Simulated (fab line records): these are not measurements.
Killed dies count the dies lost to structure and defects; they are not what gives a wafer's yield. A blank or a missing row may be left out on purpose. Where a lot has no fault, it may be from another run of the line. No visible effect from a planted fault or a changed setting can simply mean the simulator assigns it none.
fab line records || flow gf180mcu
record {"lots": 6, "wafers": 18, "lastDay": 34}
route steps=602 shown M2@381 V2@382
lots that met no fault: taken from a fault-free run of the same line
startH: hours from the record's first day to the start of the lot's first wafer shown || waitH: time in hours since the lot's previous step || " same as the row above || L1.1+2: one row covering several wafers at once || - no value, or no start given || * or withheld: withheld || < > ~ a bound
route shown NAME@n: names a module that has steps shown in the file, with the first one's number in the route || usual: mean and standard deviation over wafers with no fault || same: alike in all rows || chamber/n: place in a boat || sites: each site's reading || _std_site: how widely they spread, as a standard deviation || _edge_site: inner sites' mean taken away from outer sites' mean || radiusMm: how far each site lies from the wafer's centre || mask NAME#n: copy n || behind: tool/chamber where the wafer was last shaped || hold: cause of the lot's hold/its duration in hours/its outcome || device: the n, p or np transistor that did not switch || end of line: the tests these same wafers got at the end of their route || a step with no rows: only its recipe || killed: count of dies lost to structure and defects at first sort (not the wafer's yield) || map: the dies of a wafer, with x for killed, . for not killed, _ for no die there
set.NAME: the setting that was run; set.NAME@STEP: the one run at that earlier step || model.NAME: the simulator's own value behind a step, which no gauge read
lots seen at some steps along the route; tables by step, rows by wafer
services: when a tool's chamber went out of use (startH, in hours from the record's first day, below 0 if earlier), for how many hours, and the reason
## steps
# step GF_M2_CLEAN_19
# recipe {"chemistry": "DIW", "dry": "n2Spin"}
# step GF_V2_CVD_00
# recipe {"material": "SiO2", "targetThkNm": 600, "sigmaOpenFrac": 0.3, "tempC": 400, "timeS": 100, "sih4FlowSccm": 60, "pressureMtorr": 6}
# step GF_V2_THK_MEAS_01
# recipe {"reads": "SiO2_of_V2_CVD_00"}
# usual {"V2_CVD_00_THK": "599/7.5"}
{"lot.wafer": "L441.2", "tool": "filmMetro-01", "chamber": "-", "startH": 456.87, "waitH": 0.0, "V2_CVD_00_THK[nm]": 606}
{"lot.wafer": "L441.5", "tool": "filmMetro-01", "chamber": "-", "startH": 456.87, "waitH": 0.0, "V2_CVD_00_THK[nm]": 598}
{"lot.wafer": "L441.6", "tool": "filmMetro-01", "chamber": "-", "startH": 456.87, "waitH": 0.0, "V2_CVD_00_THK[nm]": 594}
{"lot.wafer": "L445.1", "tool": "filmMetro-03", "chamber": "-", "startH": 503.80, "waitH": 0.0, "V2_CVD_00_THK[nm]": 579}
{"lot.wafer": "L445.2", "tool": "filmMetro-03", "chamber": "-", "startH": 503.80, "waitH": 0.0, "V2_CVD_00_THK[nm]": 591}
{"lot.wafer": "L445.5", "tool": "filmMetro-03", "chamber": "-", "startH": 503.80, "waitH": 0.0, "V2_CVD_00_THK[nm]": 589}
{"lot.wafer": "L448.3", "tool": "filmMetro-01", "chamber": "-", "startH": 534.36, "waitH": 0.1, "V2_CVD_00_THK[nm]": 592}
{"lot.wafer": "L448.4", "tool": "filmMetro-01", "chamber": "-", "startH": 534.36, "waitH": 0.1, "V2_CVD_00_THK[nm]": 588}
{"lot.wafer": "L448.5", "tool": "filmMetro-01", "chamber": "-", "startH": 534.36, "waitH": 0.1, "V2_CVD_00_THK[nm]": 598}
{"lot.wafer": "L449.2", "tool": "filmMetro-01", "chamber": "-", "startH": 535.78, "waitH": 0.0, "V2_CVD_00_THK[nm]": 597}
{"lot.wafer": "L449.4", "tool": "filmMetro-01", "chamber": "-", "startH": 535.78, "waitH": 0.0, "V2_CVD_00_THK[nm]": 600}
{"lot.wafer": "L449.5", "tool": "filmMetro-01", "chamber": "-", "startH": 535.78, "waitH": 0.0, "V2_CVD_00_THK[nm]": 589}
{"lot.wafer": "L457.1", "tool": "filmMetro-03", "chamber": "-", "startH": 595.54, "waitH": 0.0, "V2_CVD_00_THK[nm]": 603}
{"lot.wafer": "L457.2", "tool": "filmMetro-03", "chamber": "-", "startH": 595.54, "waitH": 0.0, "V2_CVD_00_THK[nm]": 608}
{"lot.wafer": "L457.6", "tool": "filmMetro-03", "chamber": "-", "startH": 595.54, "waitH": 0.0, "V2_CVD_00_THK[nm]": 604}
{"lot.wafer": "L459.2", "tool": "filmMetro-02", "chamber": "-", "startH": 616.04, "waitH": 0.0, "V2_CVD_00_THK[nm]": 604}
{"lot.wafer": "L459.4", "tool": "filmMetro-02", "chamber": "-", "startH": 616.04, "waitH": 0.0, "V2_CVD_00_THK[nm]": 614}
{"lot.wafer": "L459.6", "tool": "filmMetro-02", "chamber": "-", "startH": 616.04, "waitH": 0.0, "V2_CVD_00_THK[nm]": 599}
# step GF_V2_CVD_02
# recipe {"material": "SiO2", "targetThkNm": 850, "precursor": "TEOS", "tempC": 400, "timeS": 94.851, "rfW": 600}
# usual {"heaterPowerW": "662/100"}
{"lot.wafer": "L441.2", "tool": "pecvd-02", "chamber": 1, "startH": 456.92, "waitH": 0.0, "heaterPowerW": 655}
{"lot.wafer": "L441.5", "tool": "pecvd-02", "chamber": 1, "startH": 456.92, "waitH": 0.0, "heaterPowerW": 691}
{"lot.wafer": "L441.6", "tool": "pecvd-02", "chamber": 2, "startH": 456.92, "waitH": 0.0, "heaterPowerW": 788}
{"lot.wafer": "L445.1", "tool": "pecvd-02", "chamber": 2, "startH": 503.86, "waitH": 0.1, "heaterPowerW": 789}
{"lot.wafer": "L445.2", "tool": "pecvd-02", "chamber": 1, "startH": 503.86, "waitH": 0.1, "heaterPowerW": 692}
{"lot.wafer": "L445.5", "tool": "pecvd-02", "chamber": 1, "startH": 503.86, "waitH": 0.1, "heaterPowerW": 716}
{"lot.wafer": "L448.3", "tool": "pecvd-01", "chamber": 0, "startH": 534.40, "waitH": 0.0, "heaterPowerW": 673}
{"lot.wafer": "L448.4", "tool": "pecvd-01", "chamber": 1, "startH": 534.40, "waitH": 0.0, "heaterPowerW": 693}
{"lot.wafer": "L448.5", "tool": "pecvd-01", "chamber": 2, "startH": 534.40, "waitH": 0.0, "heaterPowerW": 893}
{"lot.wafer": "L449.2", "tool": "pecvd-02", "chamber": 0, "startH": 535.83, "waitH": 0.0, "heaterPowerW": 576}
{"lot.wafer": "L449.4", "tool": "pecvd-02", "chamber": 1, "startH": 535.83, "waitH": 0.0, "heaterPowerW": 565}
{"lot.wafer": "L449.5", "tool": "pecvd-02", "chamber": 0, "startH": 535.83, "waitH": 0.0, "heaterPowerW": 450}
{"lot.wafer": "L457.1", "tool": "pecvd-02", "chamber": 1, "startH": 595.60, "waitH": 0.1, "heaterPowerW": 705}
{"lot.wafer": "L457.2", "tool": "pecvd-02", "chamber": 2, "startH": 595.60, "waitH": 0.1, "heaterPowerW": 792}
{"lot.wafer": "L457.6", "tool": "pecvd-02", "chamber": 2, "startH": 595.60, "waitH": 0.1, "heaterPowerW": 728}
{"lot.wafer": "L459.2", "tool": "pecvd-03", "chamber": 2, "startH": 616.09, "waitH": 0.0, "heaterPowerW": 704}
{"lot.wafer": "L459.4", "tool": "pecvd-03", "chamber": 1, "startH": 616.09, "waitH": 0.0, "heaterPowerW": 633}
{"lot.wafer": "L459.6", "tool": "pecvd-03", "chamber": 2, "startH": 616.09, "waitH": 0.0, "heaterPowerW": 765}
# step GF_V2_THK_MEAS_03
# recipe {"reads": "SiO2_of_V2_CVD_02"}
# usual {"V2_CVD_02_THK": "852/11"}
{"lot.wafer": "L441.2", "tool": "filmMetro-03", "chamber": "-", "startH": 456.99, "waitH": 0.0, "V2_CVD_02_THK[nm]": 847}
{"lot.wafer": "L441.5", "tool": "filmMetro-03", "chamber": "-", "startH": 456.99, "waitH": 0.0, "V2_CVD_02_THK[nm]": 862}
{"lot.wafer": "L441.6", "tool": "filmMetro-03", "chamber": "-", "startH": 456.99, "waitH": 0.0, "V2_CVD_02_THK[nm]": 871}
{"lot.wafer": "L445.1", "tool": "filmMetro-01", "chamber": "-", "startH": 503.93, "waitH": 0.0, "V2_CVD_02_THK[nm]": 835}
{"lot.wafer": "L445.2", "tool": "filmMetro-01", "chamber": "-", "startH": 503.93, "waitH": 0.0, "V2_CVD_02_THK[nm]": 841}
{"lot.wafer": "L445.5", "tool": "filmMetro-01", "chamber": "-", "startH": 503.93, "waitH": 0.0, "V2_CVD_02_THK[nm]": 850}
{"lot.wafer": "L448.3", "tool": "filmMetro-01", "chamber": "-", "startH": 534.49, "waitH": 0.1, "V2_CVD_02_THK[nm]": 839}
{"lot.wafer": "L448.4", "tool": "filmMetro-01", "chamber": "-", "startH": 534.49, "waitH": 0.1, "V2_CVD_02_THK[nm]": 850}
{"lot.wafer": "L448.5", "tool": "filmMetro-01", "chamber": "-", "startH": 534.49, "waitH": 0.1, "V2_CVD_02_THK[nm]": 847}
{"lot.wafer": "L449.2", "tool": "filmMetro-01", "chamber": "-", "startH": 535.91, "waitH": 0.0, "V2_CVD_02_THK[nm]": 842}
{"lot.wafer": "L449.4", "tool": "filmMetro-01", "chamber": "-", "startH": 535.91, "waitH": 0.0, "V2_CVD_02_THK[nm]": 855}
{"lot.wafer": "L449.5", "tool": "filmMetro-01", "chamber": "-", "startH": 535.91, "waitH": 0.0, "V2_CVD_02_THK[nm]": 863}
{"lot.wafer": "L457.1", "tool": "filmMetro-02", "chamber": "-", "startH": 595.70, "waitH": 0.1, "V2_CVD_02_THK[nm]": 826}
{"lot.wafer": "L457.2", "tool": "filmMetro-02", "chamber": "-", "startH": 595.70, "waitH": 0.1, "V2_CVD_02_THK[nm]": 843}
{"lot.wafer": "L457.6", "tool": "filmMetro-02", "chamber": "-", "startH": 595.70, "waitH": 0.1, "V2_CVD_02_THK[nm]": 844}
{"lot.wafer": "L459.2", "tool": "filmMetro-02", "chamber": "-", "startH": 616.17, "waitH": 0.0, "V2_CVD_02_THK[nm]": 843}
{"lot.wafer": "L459.4", "tool": "filmMetro-02", "chamber": "-", "startH": 616.17, "waitH": 0.0, "V2_CVD_02_THK[nm]": 865}
{"lot.wafer": "L459.6", "tool": "filmMetro-02", "chamber": "-", "startH": 616.17, "waitH": 0.0, "V2_CVD_02_THK[nm]": 849}
# step GF_V2_CMP_04
# recipe {"material": "SiO2", "downForcePsi": 4, "platenRpm": 60, "padVelocityMS": 0.94248}
# usual {"motorCurrentA": "11.9/1.1", "timeToEndpointS": "78/5.1"}
{"lot.wafer": "L441.2", "tool": "cmp-02", "chamber": 3, "startH": 457.04, "waitH": 0.0, "motorCurrentA": 11.2, "timeToEndpointS": 80}
{"lot.wafer": "L441.6", "tool": "cmp-02", "chamber": 3, "startH": 457.04, "waitH": 0.0, "motorCurrentA": 11.4, "timeToEndpointS": 87}
{"lot.wafer": "L441.5", "tool": "cmp-02", "chamber": 0, "startH": 457.04, "waitH": 0.0, "motorCurrentA": 11.2, "timeToEndpointS": 80}
{"lot.wafer": "L445.2", "tool": "cmp-01", "chamber": 2, "startH": 503.99, "waitH": 0.0, "motorCurrentA": 12.7, "timeToEndpointS": 70}
{"lot.wafer": "L445.1", "tool": "cmp-01", "chamber": 1, "startH": 503.99, "waitH": 0.0, "motorCurrentA": 9.6, "timeToEndpointS": 74}
{"lot.wafer": "L445.5", "tool": "cmp-01", "chamber": 3, "startH": 503.99, "waitH": 0.0, "motorCurrentA": 13.6, "timeToEndpointS": 74}
{"lot.wafer": "L448.4", "tool": "cmp-01", "chamber": 0, "startH": 534.53, "waitH": 0.0, "motorCurrentA": 12.9, "timeToEndpointS": 69}
{"lot.wafer": "L448.3", "tool": "cmp-01", "chamber": 2, "startH": 534.53, "waitH": 0.0, "motorCurrentA": 13.0, "timeToEndpointS": 70}
{"lot.wafer": "L448.5", "tool": "cmp-01", "chamber": 0, "startH": 534.53, "waitH": 0.0, "motorCurrentA": 13.2, "timeToEndpointS": 70}
{"lot.wafer": "L449.4", "tool": "cmp-02", "chamber": 0, "startH": 536.06, "waitH": 0.1, "motorCurrentA": 11.9, "timeToEndpointS": 80}
{"lot.wafer": "L449.2", "tool": "cmp-02", "chamber": 1, "startH": 536.06, "waitH": 0.1, "motorCurrentA": 11.9, "timeToEndpointS": 79}
{"lot.wafer": "L449.5", "tool": "cmp-02", "chamber": 3, "startH": 536.06, "waitH": 0.1, "motorCurrentA": 10.4, "timeToEndpointS": 86}
{"lot.wafer": "L457.2", "tool": "cmp-01", "chamber": 2, "startH": 595.81, "waitH": 0.1, "motorCurrentA": 12.6, "timeToEndpointS": 77}
{"lot.wafer": "L457.1", "tool": "cmp-01", "chamber": 0, "startH": 595.81, "waitH": 0.1, "motorCurrentA": 12.2, "timeToEndpointS": 66}
{"lot.wafer": "L457.6", "tool": "cmp-01", "chamber": 1, "startH": 595.81, "waitH": 0.1, "motorCurrentA": 9.8, "timeToEndpointS": 81}
{"lot.wafer": "L459.2", "tool": "cmp-01", "chamber": 0, "startH": 616.32, "waitH": 0.1, "motorCurrentA": 13.1, "timeToEndpointS": 72}
{"lot.wafer": "L459.4", "tool": "cmp-01", "chamber": 1, "startH": 616.32, "waitH": 0.1, "motorCurrentA": 9.4, "timeToEndpointS": 83}
{"lot.wafer": "L459.6", "tool": "cmp-01", "chamber": 3, "startH": 616.32, "waitH": 0.1, "motorCurrentA": 13.1, "timeToEndpointS": 74}
# step GF_V2_BOW_MEAS_05
# recipe {"mode": "bow"}
# usual {"V2_BOW": "98/7.6"}
{"lot.wafer": "L441.2", "tool": "filmMetro-03", "chamber": "-", "startH": 457.36, "waitH": 0.3, "V2_BOW[um]": 102}
{"lot.wafer": "L441.5", "tool": "filmMetro-03", "chamber": "-", "startH": 457.36, "waitH": 0.3, "V2_BOW[um]": 100}
{"lot.wafer": "L441.6", "tool": "filmMetro-03", "chamber": "-", "startH": 457.36, "waitH": 0.3, "V2_BOW[um]": 111}
{"lot.wafer": "L445.1", "tool": "filmMetro-01", "chamber": "-", "startH": 504.31, "waitH": 0.1, "V2_BOW[um]": 99}
{"lot.wafer": "L445.2", "tool": "filmMetro-01", "chamber": "-", "startH": 504.31, "waitH": 0.1, "V2_BOW[um]": 98}
{"lot.wafer": "L445.5", "tool": "filmMetro-01", "chamber": "-", "startH": 504.31, "waitH": 0.1, "V2_BOW[um]": 113}
{"lot.wafer": "L448.3", "tool": "filmMetro-01", "chamber": "-", "startH": 534.87, "waitH": 0.2, "V2_BOW[um]": 106}
{"lot.wafer": "L448.4", "tool": "filmMetro-01", "chamber": "-", "startH": 534.87, "waitH": 0.2, "V2_BOW[um]": 103}
{"lot.wafer": "L448.5", "tool": "filmMetro-01", "chamber": "-", "startH": 534.87, "waitH": 0.2, "V2_BOW[um]": 92}
{"lot.wafer": "L449.2", "tool": "filmMetro-03", "chamber": "-", "startH": 536.28, "waitH": 0.1, "V2_BOW[um]": 102}
{"lot.wafer": "L449.4", "tool": "filmMetro-03", "chamber": "-", "startH": 536.28, "waitH": 0.1, "V2_BOW[um]": 98}
{"lot.wafer": "L449.5", "tool": "filmMetro-03", "chamber": "-", "startH": 536.28, "waitH": 0.1, "V2_BOW[um]": 92}
{"lot.wafer": "L457.1", "tool": "filmMetro-03", "chamber": "-", "startH": 596.06, "waitH": 0.1, "V2_BOW[um]": 98}
{"lot.wafer": "L457.2", "tool": "filmMetro-03", "chamber": "-", "startH": 596.06, "waitH": 0.1, "V2_BOW[um]": 91}
{"lot.wafer": "L457.6", "tool": "filmMetro-03", "chamber": "-", "startH": 596.06, "waitH": 0.1, "V2_BOW[um]": 102}
{"lot.wafer": "L459.2", "tool": "filmMetro-01", "chamber": "-", "startH": 616.59, "waitH": 0.2, "V2_BOW[um]": 97}
{"lot.wafer": "L459.4", "tool": "filmMetro-01", "chamber": "-", "startH": 616.59, "waitH": 0.2, "V2_BOW[um]": 96}
{"lot.wafer": "L459.6", "tool": "filmMetro-01", "chamber": "-", "startH": 616.59, "waitH": 0.2, "V2_BOW[um]": 103}
# step GF_V2_DEHYDRATE_06
# recipe {"tempC": 200, "timeS": 60}
# step GF_V2_HMDS_07
# recipe {"primeTimeS": 60, "primeTempC": 120}
# step GF_V2_COAT_08
# recipe {"resist": "BARC", "tempC": "withheld", "timeS": "withheld", "spinRpm": "withheld", "resistThkNm": "withheld"}
# step GF_V2_COAT_09
# recipe {"resist": "KrF", "spinRpm": "withheld", "resistThkNm": 1000}
# step GF_V2_SOFTBAKE_10
# recipe {"tempC": 130, "timeS": 60, "resist": "KrF"}
# step GF_V2_EXPOSE_11
# recipe {"maskId": "Via2", "targetCdNm": 260, "na": 0.68, "sourceShape": "conventional", "sigmaOuter": 0.6, "doseMj": 38}
# usual {"exposureDoseMJCm2": "38.00/0.18", "focusOffsetNm": "0.0/0.45", "reticleTempC": "23.00/0.098"}
{"lot.wafer": "L441.2", "tool": "krfScanner-01", "chamber": 0, "startH": 470.02, "waitH": "-", "mask": "Via2#0", "exposureDoseMJCm2": 37.92, "focusOffsetNm": -0.3, "reticleTempC": 22.92}
{"lot.wafer": "L441.5", "tool": "krfScanner-01", "chamber": 0, "startH": 470.02, "waitH": "-", "mask": "Via2#0", "exposureDoseMJCm2": 37.91, "focusOffsetNm": 0.3, "reticleTempC": 22.99}
{"lot.wafer": "L441.6", "tool": "krfScanner-01", "chamber": 0, "startH": 470.02, "waitH": "-", "mask": "Via2#0", "exposureDoseMJCm2": 37.94, "focusOffsetNm": 0.0, "reticleTempC": 22.82}
{"lot.wafer": "L445.1", "tool": "krfScanner-01", "chamber": 0, "startH": 516.22, "waitH": "-", "mask": "Via2#0", "exposureDoseMJCm2": 37.88, "focusOffsetNm": 0.4, "reticleTempC": 23.10}
{"lot.wafer": "L445.2", "tool": "krfScanner-01", "chamber": 0, "startH": 516.22, "waitH": "-", "mask": "Via2#0", "exposureDoseMJCm2": 37.94, "focusOffsetNm": 0.0, "reticleTempC": 23.25}
{"lot.wafer": "L445.5", "tool": "krfScanner-01", "chamber": 0, "startH": 516.22, "waitH": "-", "mask": "Via2#0", "exposureDoseMJCm2": 37.91, "focusOffsetNm": 0.4, "reticleTempC": 23.13}
{"lot.wafer": "L448.3", "tool": "krfScanner-02", "chamber": "-", "startH": 546.36, "waitH": "-", "mask": "Via2#0", "exposureDoseMJCm2": "-", "focusOffsetNm": "-", "reticleTempC": "-"}
{"lot.wafer": "L448.4", "tool": "krfScanner-02", "chamber": "-", "startH": 546.36, "waitH": "-", "mask": "Via2#0", "exposureDoseMJCm2": "-", "focusOffsetNm": "-", "reticleTempC": "-"}
{"lot.wafer": "L448.5", "tool": "krfScanner-02", "chamber": "-", "startH": 546.36, "waitH": "-", "mask": "Via2#0", "exposureDoseMJCm2": "-", "focusOffsetNm": "-", "reticleTempC": "-"}
{"lot.wafer": "L449.2", "tool": "krfScanner-01", "chamber": "-", "startH": 547.99, "waitH": "-", "mask": "Via2#0", "exposureDoseMJCm2": "-", "focusOffsetNm": "-", "reticleTempC": "-"}
{"lot.wafer": "L449.4", "tool": "krfScanner-01", "chamber": "-", "startH": 547.99, "waitH": "-", "mask": "Via2#0", "exposureDoseMJCm2": "-", "focusOffsetNm": "-", "reticleTempC": "-"}
{"lot.wafer": "L449.5", "tool": "krfScanner-01", "chamber": "-", "startH": 547.99, "waitH": "-", "mask": "Via2#0", "exposureDoseMJCm2": "-", "focusOffsetNm": "-", "reticleTempC": "-"}
{"lot.wafer": "L457.1", "tool": "krfScanner-01", "chamber": 0, "startH": 606.87, "waitH": "-", "mask": "Via2#0", "exposureDoseMJCm2": 37.99, "focusOffsetNm": -0.4, "reticleTempC": 23.12}
{"lot.wafer": "L457.2", "tool": "krfScanner-01", "chamber": 0, "startH": 606.87, "waitH": "-", "mask": "Via2#0", "exposureDoseMJCm2": 37.96, "focusOffsetNm": -0.4, "reticleTempC": 23.00}
{"lot.wafer": "L457.6", "tool": "krfScanner-01", "chamber": 0, "startH": 606.87, "waitH": "-", "mask": "Via2#0", "exposureDoseMJCm2": 38.00, "focusOffsetNm": -0.4, "reticleTempC": 22.97}
{"lot.wafer": "L459.2", "tool": "krfScanner-02", "chamber": 0, "startH": 627.14, "waitH": "-", "mask": "Via2#0", "exposureDoseMJCm2": 38.52, "focusOffsetNm": 0.0, "reticleTempC": 22.99}
{"lot.wafer": "L459.4", "tool": "krfScanner-02", "chamber": 0, "startH": 627.14, "waitH": "-", "mask": "Via2#0", "exposureDoseMJCm2": 38.51, "focusOffsetNm": -0.5, "reticleTempC": 22.95}
{"lot.wafer": "L459.6", "tool": "krfScanner-02", "chamber": 0, "startH": 627.14, "waitH": "-", "mask": "Via2#0", "exposureDoseMJCm2": 38.56, "focusOffsetNm": -0.2, "reticleTempC": 22.94}
# step GF_V2_PEB_12
# recipe {"pebTempC": 135, "pebTimeS": 90, "resist": "KrF"}
## services
{"tool": "pecvd-03", "chamber": "-", "startH": 435.62, "hours": 0.6, "kind": "repair"}
{"tool": "cmp-01", "chamber": "-", "startH": 438.59, "hours": 3.9, "kind": "repair"}
{"tool": "krfScanner-01", "chamber": "-", "startH": 438.93, "hours": 3.6, "kind": "pm"}
{"tool": "cmp-01", "chamber": "-", "startH": 444.92, "hours": 5.4, "kind": "pm"}
{"tool": "pecvd-02", "chamber": 1, "startH": 465.34, "hours": 4.7, "kind": "repair"}
{"tool": "krfScanner-02", "chamber": "-", "startH": 481.41, "hours": 0.8, "kind": "pm"}
{"tool": "pecvd-03", "chamber": 2, "startH": 492.69, "hours": 26.3, "kind": "repair"}
{"tool": "krfScanner-02", "chamber": "-", "startH": 493.60, "hours": 6.8, "kind": "repair"}
{"tool": "krfScanner-02", "chamber": "-", "startH": 502.53, "hours": 1.3, "kind": "pm"}
{"tool": "pecvd-02", "chamber": "-", "startH": 532.20, "hours": 0.6, "kind": "repair"}
{"tool": "krfScanner-02", "chamber": "-", "startH": 532.66, "hours": 1.0, "kind": "pm"}
{"tool": "cmp-01", "chamber": "-", "startH": 549.23, "hours": 1.3, "kind": "repair"}
{"tool": "krfScanner-01", "chamber": "-", "startH": 555.79, "hours": 0.8, "kind": "pm"}
{"tool": "krfScanner-01", "chamber": "-", "startH": 565.26, "hours": 1.3, "kind": "pm"}
{"tool": "cmp-02", "chamber": "-", "startH": 568.47, "hours": 5.7, "kind": "repair"}
{"tool": "cmp-02", "chamber": "-", "startH": 574.17, "hours": 4.0, "kind": "pm"}
{"tool": "krfScanner-01", "chamber": "-", "startH": 575.53, "hours": 4.4, "kind": "pm"}
{"tool": "pecvd-02", "chamber": 0, "startH": 579.90, "hours": 18.6, "kind": "repair"}
{"tool": "krfScanner-02", "chamber": "-", "startH": 596.68, "hours": 4.4, "kind": "pm"}
{"tool": "cmp-01", "chamber": "-", "startH": 596.73, "hours": 1.4, "kind": "repair"}
{"tool": "krfScanner-01", "chamber": "-", "startH": 601.06, "hours": 1.0, "kind": "pm"}
{"tool": "cmp-02", "chamber": "-", "startH": 601.28, "hours": 6.5, "kind": "pm"}
{"tool": "cmp-01", "chamber": "-", "startH": 607.81, "hours": 5.0, "kind": "pm"}
{"tool": "cmp-02", "chamber": "-", "startH": 617.27, "hours": 0.8, "kind": "repair"}
## key
firstSign {"step": "GF_V2_EXPOSE_11", "reading": "toolRecord", "direction": "missing"}
effect none on later readings
metAt GF_V2_EXPOSE_11
struckWafers L448.3,L448.4,L448.5,L449.2,L449.4,L449.5
laterRowsLeftOut L448.3,L448.4,L448.5,L449.2,L449.4,L449.5
sortLeftOut L448.3,L448.4,L448.5,L449.2,L449.4,L449.5
onsetBetween 516.22 546.36
fault {"kind": "skippedStepWhole", "tool": "krfScanner-01,krfScanner-02", "chamber": "-", "onsetH": 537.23, "steps": "GF_V2_EXPOSE_11", "scope": "struckLotsOnly"}
# sortLeftOut: the simulated sort isn't trusted on such a fault, so these wafers' sort isn't shown, and their yield isn't known
# laterRowsLeftOut: the simulator's readings of these wafers behind a module that went badly wrong aren't trusted and aren't shown, but for the sort
